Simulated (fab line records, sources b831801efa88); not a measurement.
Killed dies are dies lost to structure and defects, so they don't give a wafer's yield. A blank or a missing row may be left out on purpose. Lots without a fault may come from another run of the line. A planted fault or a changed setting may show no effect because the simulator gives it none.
Problem report in the 8D (eight disciplines) form, filled by code | flow sky130 | the parts of the form that need people (team, actions taken, sign-off) are left out

1. THE PROBLEM
SD_N_RS at SKY_SD_N_RS_MEAS_16 reads a mean of 66.81 ohm/sq on 6 wafers of 2 lots; wafers without a fault read 68.62 ohm/sq with a standard deviation of 0.11. That is -16 standard deviations from the usual mean.
The step: measures by four-point-probe.
First seen on wafer L267.2, day 32 15:23, on film_metro-01. The record holds 36 wafers of 12 lots with a number at this step. Rule for "out", or "out of limits": more than 4 standard deviations from the usual mean. The other wafers with a number count as sound.

2. WHAT IT IS AND WHAT IT IS NOT
question                    | is                           | is not
which readings at this step | SD_N_RS                      | -
which lots                  | L267, L269                   | L254, L255, L256, L257, L258, L259, L262, L272, L274, L276
which wafers of those lots  | all that have a number       | -
read on which gauges        | film_metro-01, film_metro-02 | -
when                        | from day 32 15:23            | up to then (21 sound wafers); but 9 sound wafers of L272, L274, L276 came after

3. SUSPECTS, AND WHAT RULES EACH OUT
Counting: a tool at a process step up to the reading stays a suspect if it ran every lot that is out and no sound lot after the first of them.
- the gauge at SKY_SD_N_RS_MEAS_16: ruled out. The wafers that are out were read on 2 gauges (film_metro-01, film_metro-02).
- rtp_anneal-01 at SKY_SD_N_RTA_14 (time 2 s): kept. It ran every lot that is out, first L267 (day 32 15:13), and no sound lot after that; its last sound lot up to then is L259 (day 29 12:51). Its own readings are out on those wafers: wafer_temp_C_max.
Left after counting: rtp_anneal-01 at SKY_SD_N_RTA_14.

4. THE CAUSE (what the simulator had put in)
Process parameter drift: rtp_anneal-01, from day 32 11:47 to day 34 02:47, at SKY_SD_N_RTA_14. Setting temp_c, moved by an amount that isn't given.
Counting left only this tool.

5. THE CHAIN OF EFFECTS, in route order
Each row: a reading whose mean over the struck wafers that have a number lies more than 3 standard deviations from the usual. Only readings for which the record gives a usual standard deviation are gone through. hours: the time from each lot's start at the first step in this table that gives one to its start at this step, as a median over the lots. sigmas: the change in usual standard deviations.
hours | step                | reading          | usual        | on struck wafers | change | sigmas
0     | SKY_SD_N_RTA_14     | wafer_temp_C_max | 1077.9       | 1088.2           | +10.3  | +8.6
0     | SKY_SD_N_RS_MEAS_16 | SD_N_RS          | 68.62 ohm/sq | 66.81            | -1.81  | -16
0     | SKY_SD_N_RS_MEAS_17 | SD_P_RS          | 147.3 ohm/sq | 138.4            | -8.9   | -25
The process steps in it:
- SKY_SD_N_RTA_14: time 2 s.

6. WHAT WOULD HAVE CAUGHT IT SOONER
In this record the first reading out of limits at a measuring or inspecting step was taken at day 32 15:23, 4 hours after the fault began at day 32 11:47.
The tool's own readings at SKY_SD_N_RTA_14 were out on every struck wafer that the step has a row for (wafer_temp_C_max): an alarm limit on them would have fired on the first of those.
Of the lots that are out (2), L269 began SKY_SD_N_RTA_14 on rtp_anneal-01 after day 32 15:23. A hold on the tool at that time would have spared it.
